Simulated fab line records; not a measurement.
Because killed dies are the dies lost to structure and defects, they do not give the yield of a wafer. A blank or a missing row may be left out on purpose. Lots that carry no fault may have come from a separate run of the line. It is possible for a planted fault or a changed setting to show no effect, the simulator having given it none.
What tool caused it? -- flow gf180mcu -- 24 lots, 72 wafers sampled, at 6 steps of a route of 602

## WHAT THE GAUGES SHOWED, per wafer
GF_M1_OVL_MEAS_15.
lot,measured,on,M1_OVL (nm)
L074,day 17 14:24,overlay-02,-13 -6 -10
L075,day 17 20:05,overlay-01,-9 -11 -7
L076,day 18 06:06,overlay-01,-5 -1 -14
L077,day 18 20:51,overlay-01,-6 -9 -11
L078,day 19 02:27,overlay-02,-13 -10 -4
L079,day 19 06:09,overlay-01,-2 -1 -7
L081,day 20 06:23,overlay-01,4 -1 -6
L080,day 20 06:37,overlay-02,-4 1 3
L082,day 20 12:28,overlay-02,0 -5 -4
L083,day 20 17:26,overlay-02,-7 -8 -1
L084,day 21 16:51,overlay-02,-3 -4 4
L085,day 21 19:18,overlay-02,-9 -10 -3
L086,day 22 02:05,overlay-02,-1 0 2
L087,day 22 11:27,overlay-01,-12 -6 2
L088,day 22 19:25,overlay-01,-4 2 -5
L089,day 23 01:04,overlay-02,-4 -4 -3
L090,day 23 09:03,overlay-02,-10 -2 -6
L091,day 23 17:25,overlay-01,3 0 2
L092,day 24 04:22,overlay-01,-5 -3 -10
L093,day 24 06:42,overlay-01,-5 -3 -5
L094,day 24 11:18,overlay-01,-14 -10 -13
L095,day 24 19:28,overlay-01,-5 1 -7
L096,day 25 03:20,overlay-01,2 -11 -3
L097,day 25 05:52,overlay-01,2 -3 0

GF_M3_OVL_MEAS_15.
lot,measured,on,M3_OVL (nm)
L074,day 21 22:28,overlay-01,-5 -3 3
L075,day 22 03:23,overlay-02,-2 -4 -12
L076,day 22 14:22,overlay-02,-6 -5 -4
L077,day 23 02:43,overlay-02,-2 0 1
L078,day 23 09:37,overlay-02,0 -9 -5
L079,day 23 10:54,overlay-02,-5 -6 -4
L081,day 24 09:06,overlay-01,1 -1 -3
L080,day 24 09:53,overlay-01,1 -1 9
L082,day 24 15:36,overlay-01,-4 3 -3
L083,day 24 20:40,overlay-02,5 -4 6
L084,day 26 00:28,overlay-01,4 2 0
L085,day 26 00:44,overlay-02,-9 2 0
L086,day 26 03:22,overlay-02,2 -3 -2
L087,day 26 08:57,overlay-02,-7 -1 3
L088,day 26 16:07,overlay-02,0 -2 2
L089,day 26 21:42,overlay-01,-2 -8 -2
L090,day 27 04:01,overlay-01,-7 -15 1
L091,day 27 20:49,overlay-02,9 13 13
L092,day 28 00:33,overlay-02,1 -12 -10
L093,day 28 00:53,overlay-01,-7 3 -6
L094,day 28 06:43,overlay-01,-4 0 -3
L095,day 28 13:01,overlay-02,-4 -1 2
L096,day 28 20:17,overlay-01,-12 -14 -15
L097,day 28 21:59,overlay-01,-1 -8 -3

GF_V3_THK_MEAS_03.
lot,measured,on,V3_CVD_02_THK (nm)
L074,day 21 23:47,film metro-03,849 839 859
L075,day 22 04:25,film metro-03,848 834 841
L076,day 22 15:15,film metro-02,832 848 853
L077,day 23 03:36,film metro-02,847 857 862
L078,day 23 10:29,film metro-02,835 845 833
L079,day 24 02:27,film metro-02,827 815 835
L081,day 24 09:59,film metro-01,837 843 848
L080,day 24 10:46,film metro-01,851 860 865
L082,day 24 16:29,film metro-01,847 846 856
L083,day 24 21:36,film metro-01,833 845 864
L084,day 26 01:27,film metro-01,828 829 834
L085,day 26 01:38,film metro-03,847 872 860
L086,day 26 04:14,film metro-01,826 824 843
L087,day 26 09:50,film metro-03,844 844 850
L088,day 26 17:05,film metro-01,823 849 857
L089,day 26 22:55,film metro-01,819 828 839
L090,day 27 04:54,film metro-03,819 837 865
L091,day 27 21:48,film metro-02,845 865 853
L092,day 28 01:30,film metro-03,840 855 845
L093,day 28 02:07,film metro-01,830 857 849
L094,day 28 07:41,film metro-03,851 864 840
L095,day 28 14:02,film metro-01,854 854 857
L096,day 28 21:31,film metro-03,851 835 859
L097,day 28 22:52,film metro-03,828 836 834

## TOOL THAT RAN EACH LOT (tool first, then ch and the chambers of the sampled wafers, then the start)
lot,GF_SAB_STRIP_13,GF_V1_ETCH_16,GF_M2_SPUTTER_03
L074,"plasma asher-03 ch 0,1, day 15 14:32","rie diel-03 ch 0,1, day 18 15:32","pvd sputter-01, day 18 17:04"
L075,"plasma asher-04 ch 0,1, day 15 19:26","rie diel-01 ch 1,2,3, day 18 21:53","pvd sputter-01, day 18 23:25"
L076,"plasma asher-04 ch 0,1, day 16 05:38","rie diel-03 ch 0,1, day 19 08:35","pvd sputter-03, day 19 10:05"
L077,"plasma asher-03 ch 0,1, day 16 18:50","rie diel-02 ch 0,2,3, day 19 23:20","pvd sputter-03, day 20 01:04"
L078,"plasma asher-02 ch 0, day 16 23:33","rie diel-03 ch 0,1,3, day 20 04:23","pvd sputter-03, day 20 05:55"
L079,"plasma asher-02 ch 0,1, day 17 03:27","rie diel-03 ch 0,2,3, day 20 07:53","pvd sputter-03, day 20 09:24"
L081,"plasma asher-03 ch 0,1, day 18 01:34","rie diel-03 ch 1,2, day 21 08:17","pvd sputter-04, day 21 09:55"
L080,"plasma asher-04 ch 0,1, day 18 02:21","rie diel-01 ch 0,2,3, day 21 08:26","pvd sputter-01, day 21 10:13"
L082,"plasma asher-03 ch 0,1, day 18 08:57","rie diel-01 ch 1,2,3, day 21 14:02","pvd sputter-04, day 21 15:33"
L083,"plasma asher-03 ch 0,1, day 18 13:31","rie diel-01 ch 1,2, day 21 19:02","pvd sputter-01, day 21 20:35"
L084,"plasma asher-03 ch 0,1, day 19 13:24","rie diel-02 ch 1,2,3, day 22 17:56","pvd sputter-03, day 22 19:28"
L085,"plasma asher-03 ch 0,1, day 19 15:18","rie diel-02 ch 0,1, day 22 20:35","pvd sputter-04, day 22 22:27"
L086,"plasma asher-03 ch 0,1, day 19 23:03","rie diel-03 ch 2,3, day 23 03:20","pvd sputter-01, day 23 04:53"
L087,"plasma asher-02 ch 0,1, day 20 09:12","rie diel-02 ch 1,2, day 23 12:02","pvd sputter-01, day 23 13:35"
L088,"plasma asher-03 ch 0,1, day 20 16:15","rie diel-02 ch 1,2, day 23 20:05","pvd sputter-01, day 23 21:37"
L089,"plasma asher-04 ch 0,1, day 20 22:46","rie diel-03 ch 1,2, day 24 01:23","pvd sputter-03, day 24 02:55"
L090,"plasma asher-02 ch 0,1, day 21 06:26","rie diel-03 ch 0,1,3, day 24 07:41","pvd sputter-03, day 24 09:12"
L091,"plasma asher-04 ch 0,1, day 21 15:38","rie diel-02 ch 1,3, day 25 01:35","pvd sputter-04, day 25 03:31"
L092,"plasma asher-03 ch 0,1, day 22 03:25","rie diel-02 ch 0,1,3, day 25 04:05","pvd sputter-04, day 25 06:20"
L093,"plasma asher-04 ch 0,1, day 22 06:20","rie diel-01 ch 0,2,3, day 25 05:41","pvd sputter-04, day 25 07:13"
L094,"plasma asher-04 ch 0,1, day 22 13:10","rie diel-02 ch 1,2,3, day 25 11:23","pvd sputter-04, day 25 12:54"
L095,"plasma asher-04 ch 0,1, day 22 20:05","rie diel-02 ch 0,1,2, day 25 18:32","pvd sputter-03, day 25 20:04"
L096,"plasma asher-02 ch 0,1, day 23 03:13","rie diel-01 ch 0,1,3, day 26 02:48","pvd sputter-04, day 26 04:20"
L097,"plasma asher-04 ch 0,1, day 23 06:56","rie diel-02 ch 1,2,3, day 26 05:07","pvd sputter-04, day 26 06:38"
- GF_SAB_STRIP_13: strips in O2/N2.
- GF_V1_ETCH_16: etches BARC in N2/H2.
- GF_M2_SPUTTER_03: material Ti, target thk 10 nm, time 6.7 s.

## WHAT THE TOOLS THEMSELVES READ (means of the sampled wafers that have a number; where no wafer has one, the mark that the record gives instead)
GF_SAB_STRIP_13.
lot,tool,drypump motor current A (A),heater power w (W),oes product au (a.u.),strip time to endpoint s (s)
L074,plasma asher-03,5.9,348,0.711,12.57
L075,plasma asher-04,5.9,330,0.713,12.60
L076,plasma asher-04,5.9,334,0.708,12.68
L077,plasma asher-03,5.5,341,0.711,12.62
L078,plasma asher-02,6.5,321,0.708,12.61
L079,plasma asher-02,6.3,322,0.708,12.61
L081,plasma asher-03,5.9,342,0.711,12.65
L080,plasma asher-04,5.9,330,0.713,12.62
L082,plasma asher-03,5.6,337,0.710,12.65
L083,plasma asher-03,5.9,344,0.713,12.61
L084,plasma asher-03,5.9,346,0.707,12.59
L085,plasma asher-03,5.9,347,0.712,12.65
L086,plasma asher-03,5.9,340,0.711,12.60
L087,plasma asher-02,6.2,325,0.705,12.59
L088,plasma asher-03,5.9,349,0.709,12.66
L089,plasma asher-04,5.8,327,0.708,12.63
L090,plasma asher-02,6.0,340,0.715,12.58
L091,plasma asher-04,5.9,340,0.710,12.57
L092,plasma asher-03,5.9,346,0.710,12.67
L093,plasma asher-04,5.9,335,0.705,12.62
L094,plasma asher-04,5.9,331,0.708,12.58
L095,plasma asher-04,5.9,335,0.709,12.64
L096,plasma asher-02,6.3,324,0.711,12.61
L097,plasma asher-04,5.8,333,0.708,12.61

GF_V1_ETCH_16.
lot,tool,bias w (W),drypump motor current A (A),oes product au (a.u.),rf fwd power W (W),throttle valve pct (%)
L074,rie diel-03,100.06,5.8,0.855,495.8,13.219
L075,rie diel-01,99.95,5.4,0.862,493.6,13.224
L076,rie diel-03,100.01,5.9,0.856,496.4,13.227
L077,rie diel-02,99.98,5.4,0.853,495.3,13.227
L078,rie diel-03,100.24,6.1,0.852,495.1,13.224
L079,rie diel-03,100.20,5.9,0.857,495.7,13.220
L081,rie diel-03,100.24,5.6,0.858,498.6,13.232
L080,rie diel-01,100.17,5.4,0.858,495.0,13.216
L082,rie diel-01,100.15,5.4,0.854,496.5,13.231
L083,rie diel-01,100.15,5.3,0.850,497.3,13.211
L084,rie diel-02,100.08,5.3,0.859,495.0,13.224
L085,rie diel-02,100.18,5.8,0.849,494.1,13.227
L086,rie diel-03,100.09,6.1,0.857,495.1,13.218
L087,rie diel-02,100.26,5.4,0.856,495.8,13.225
L088,rie diel-02,100.15,5.2,0.855,495.1,13.226
L089,rie diel-03,100.02,5.4,0.856,495.6,13.225
L090,rie diel-03,99.87,6.1,0.858,496.1,13.226
L091,rie diel-02,99.84,5.5,0.852,495.2,13.228
L092,rie diel-02,99.77,5.7,0.858,494.8,13.220
L093,rie diel-01,99.99,5.4,0.853,494.2,13.223
L094,rie diel-02,100.19,5.3,0.851,495.5,13.228
L095,rie diel-02,99.89,5.5,0.857,494.5,13.229
L096,rie diel-01,100.23,5.6,0.856,497.0,13.224
L097,rie diel-02,99.92,5.3,0.858,496.4,13.242

GF_M2_SPUTTER_03.
lot,tool,chamber pressure pa (Pa),throttle valve pct (%)
L074,pvd sputter-01,0.2995,30.6
L075,pvd sputter-01,0.3000,30.4
L076,pvd sputter-03,0.3004,30.3
L077,pvd sputter-03,0.3005,31.1
L078,pvd sputter-03,0.2996,30.7
L079,pvd sputter-03,0.2998,30.5
L081,pvd sputter-04,0.3002,30.8
L080,pvd sputter-01,0.3008,30.2
L082,pvd sputter-04,0.2996,31.0
L083,pvd sputter-01,0.3003,30.1
L084,pvd sputter-03,0.3005,30.6
L085,pvd sputter-04,0.2996,30.8
L086,pvd sputter-01,0.3005,30.4
L087,pvd sputter-01,0.2997,30.4
L088,pvd sputter-01,0.3009,30.6
L089,pvd sputter-03,0.2997,31.1
L090,pvd sputter-03,0.2996,30.8
L091,pvd sputter-04,0.3000,31.2
L092,pvd sputter-04,0.2995,31.1
L093,pvd sputter-04,0.2993,32.3
L094,pvd sputter-04,0.2997,31.0
L095,pvd sputter-03,0.3003,31.3
L096,pvd sputter-04,0.3005,29.7
L097,pvd sputter-04,0.2999,31.0

## THE ANSWER, worked out from the rows above alone
Rule: the lots themselves supply what counts as usual. The widest of any qualifying gaps counts: lots, ordered by their means at a reading, are off when they make up no more than a third of the lots, leave a main group of 4 or more, and stand apart from it by 3 or more times the standard deviation of that group's means. If all means in a main group match to the digits the tables above print for the reading, that group is not used. A lot without any number at a reading at which 4 lots or more have one is off too. Where the step has rows for the other lots, those lots are counted as sound. The gauges are gone through in route order, then the tools' own readings, and for those a lot's mean is taken as printed above. The first step at which some lot is off is used, and at that step the reading that is off furthest; a lot without a number counts as furthest.
No lot is off on any of the readings shown, so nothing can be concluded from this.

## WHAT THE SIMULATOR PUT IN
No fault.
